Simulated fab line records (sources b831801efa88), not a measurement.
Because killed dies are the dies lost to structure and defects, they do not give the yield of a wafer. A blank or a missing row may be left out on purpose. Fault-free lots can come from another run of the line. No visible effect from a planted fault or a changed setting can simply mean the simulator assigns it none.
A struck lot beside a sound one ; flow gf180mcu ; 44 out of 602 route steps
Sound: the wafers L456.1, L456.2, L456.4. Struck: wafers L466.1, L466.2, L466.3. The cause is given at the end.
For every step that has rows: the tool of each side, followed by ch and its chambers, followed by its first start. Under that, the readings that differ: sound wafers ; struck wafers ; difference of the means ; sigmas: that difference in standard deviations of wafers without a fault.
alike: readings whose means differ by less than 2 such deviations, and words and numbers that are the same on both sides. not compared: withheld readings, readings that some wafer has no value for, bounds like >300 that may hide the same value, and numbers for which the record gives no deviation and whose values overlap.
Wherever a step has rows on one side only, a row that says differs or no value, or a row with sigmas, the two part there. Numbers that don't overlap but have no deviation are shown without sigmas and don't part them. A reading that every wafer of one side lacks parts them only if that side has two wafers or more.

first, 1 step without rows for these wafers: GF_LVPWELL_IMPLANT_09.
GF_LVPWELL_STRIP_10: strips in O2/N2.
  sound on plasma asher-02 ch 0,1, day 5 12:38; struck on plasma asher-02 ch 0,1, day 7 23:54
  alike: drypump motor current A, heater power w, oes product au, strip time to endpoint s
  not compared: rf hours counter h
GF_LVPWELL_TW_MEAS_11:
  struck on film metro-04, day 8 00:00; sound on film metro-02, day 5 12:44
  alike: LVPWELL_TW
then, 7 steps without rows for these wafers: GF_MVSD_DEHYDRATE_00 (time 60 s); GF_MVSD_HMDS_01 (prime time 60 s); GF_MVSD_COAT_02 (resist thk 3000 nm); GF_MVSD_SOFTBAKE_03; GF_MVSD_EXPOSE_04 (exposes mask MVSD, target cd 1000 nm); GF_MVSD_PEB_05; GF_MVSD_DEVELOP_06 (develop time 60 s).
GF_MVSD_OVL_MEAS_07:
  struck on overlay-02, day 8 16:37; sound on overlay-02, day 6 02:40
  alike: MVSD_OVL
after that, 1 step had no rows for these wafers: GF_MVSD_IMPLANT_08.
GF_MVSD_IMPLANT_09:
  sound on implanter-02 ch 0, day 6 02:51; struck on implanter-02 ch 0, day 8 16:48
reading;sound;struck;difference;sigmas
beam energy keV;99.98 100.00 99.95;116.69 116.70 116.66;+16.71;+99 or more
model.implant.rp nm (nm);124.1 124.1 124.1;142.5 142.5 142.5;+18.4;
model.implant.drp nm (nm);45.6 45.6 45.6;51.63 51.63 51.63;+6.03;
  alike: beam on s, dose ions cm2, tilt deg
GF_MVSD_STRIP_10: strips in O2/N2.
  sound on plasma asher-04 ch 0,1, day 6 03:00; struck on plasma asher-02 ch 0,1, day 8 16:57
  alike: drypump motor current A, heater power w, oes product au, strip time to endpoint s
  not compared: rf hours counter h
GF_MVSD_TW_MEAS_11:
  struck on film metro-04, day 8 17:03; sound on film metro-02, day 6 03:06
  alike: MVSD_TW
then, 7 steps without rows for these wafers: GF_MVPSD_DEHYDRATE_00 (time 60 s); GF_MVPSD_HMDS_01 (prime time 60 s); GF_MVPSD_COAT_02 (resist thk 3000 nm); GF_MVPSD_SOFTBAKE_03; GF_MVPSD_EXPOSE_04 (exposes mask MVPSD, target cd 1000 nm); GF_MVPSD_PEB_05; GF_MVPSD_DEVELOP_06 (develop time 60 s).
GF_MVPSD_OVL_MEAS_07:
  struck on overlay-01, day 9 10:16; sound on overlay-01, day 6 17:54
  alike: MVPSD_OVL
then, 2 steps without rows for these wafers: GF_MVPSD_IMPLANT_08; GF_MVPSD_IMPLANT_09.
GF_MVPSD_STRIP_10: strips in O2/N2.
  sound on plasma asher-03 ch 0,1, day 6 18:14; struck on plasma asher-03 ch 0,1, day 9 10:37
  alike: drypump motor current A, heater power w, oes product au, strip time to endpoint s
  not compared: rf hours counter h
GF_MVPSD_TW_MEAS_11:
  struck on film metro-02, day 9 10:43; sound on film metro-04, day 6 18:20
  alike: MVPSD_TW
then, 7 steps without rows for these wafers: GF_VT_IMPLANT_DEHYDRATE_00 (time 60 s); GF_VT_IMPLANT_HMDS_01 (prime time 60 s); GF_VT_IMPLANT_COAT_02 (resist thk 1000 nm); GF_VT_IMPLANT_SOFTBAKE_03 (time 60 s); GF_VT_IMPLANT_EXPOSE_04 (exposes mask LVPWELL LV AREA, target cd 600 nm); GF_VT_IMPLANT_PEB_05; GF_VT_IMPLANT_DEVELOP_06 (develop time 60 s).
GF_VT_IMPLANT_OVL_MEAS_07:
  struck on overlay-02, day 10 04:14; sound on overlay-02, day 7 09:27
  alike: VT_IMPLANT_OVL
after that, 1 step had no rows for these wafers: GF_VT_IMPLANT_IMPLANT_08.
GF_VT_IMPLANT_STRIP_09: strips in O2/N2.
  sound on plasma asher-01 ch 0,1, day 7 09:38; struck on plasma asher-01 ch 0,1, day 10 04:25
  alike: drypump motor current A, heater power w, oes product au, strip time to endpoint s
  not compared: rf hours counter h
GF_VT_IMPLANT_TW_MEAS_10:
  struck on film metro-04, day 10 04:31; sound on film metro-04, day 7 09:44
  alike: VT_IMPLANT_TW
then, 4 steps without rows for these wafers: GF_VT_IMPLANT_DEHYDRATE_11 (time 60 s); GF_VT_IMPLANT_HMDS_12 (prime time 60 s); GF_VT_IMPLANT_COAT_13 (resist thk 1000 nm); GF_VT_IMPLANT_SOFTBAKE_14 (time 60 s).
-- the record jumps here: 2 days lie between the struck wafers' starts before and after --
GF_VT_IMPLANT_RS_MEAS_46: the measuring method here is four-point-probe.
  struck on film metro-04, day 12 11:15; sound on film metro-04, day 9 13:33
  alike: MVSD_RS
-- a jump in the record: the struck wafers' starts before and after are 22 days apart (it breaks off in module VT_IMPLANT and resumes in module PASSIVATION, where the first step shown is number 602 of the route) --
GF_PASSIVATION_PROBE_99:
  only the struck wafers here have rows in the record (prober-02, day 34 02:20); the sound ones have none

== WHERE THEY PART ==
First at GF_MVSD_IMPLANT_09; last, within this record, at GF_PASSIVATION_PROBE_99.

WHY: whatever the simulator had introduced
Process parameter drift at GF_MVSD_IMPLANT_09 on implanter-02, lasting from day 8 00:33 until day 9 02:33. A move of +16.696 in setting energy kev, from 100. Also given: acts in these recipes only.
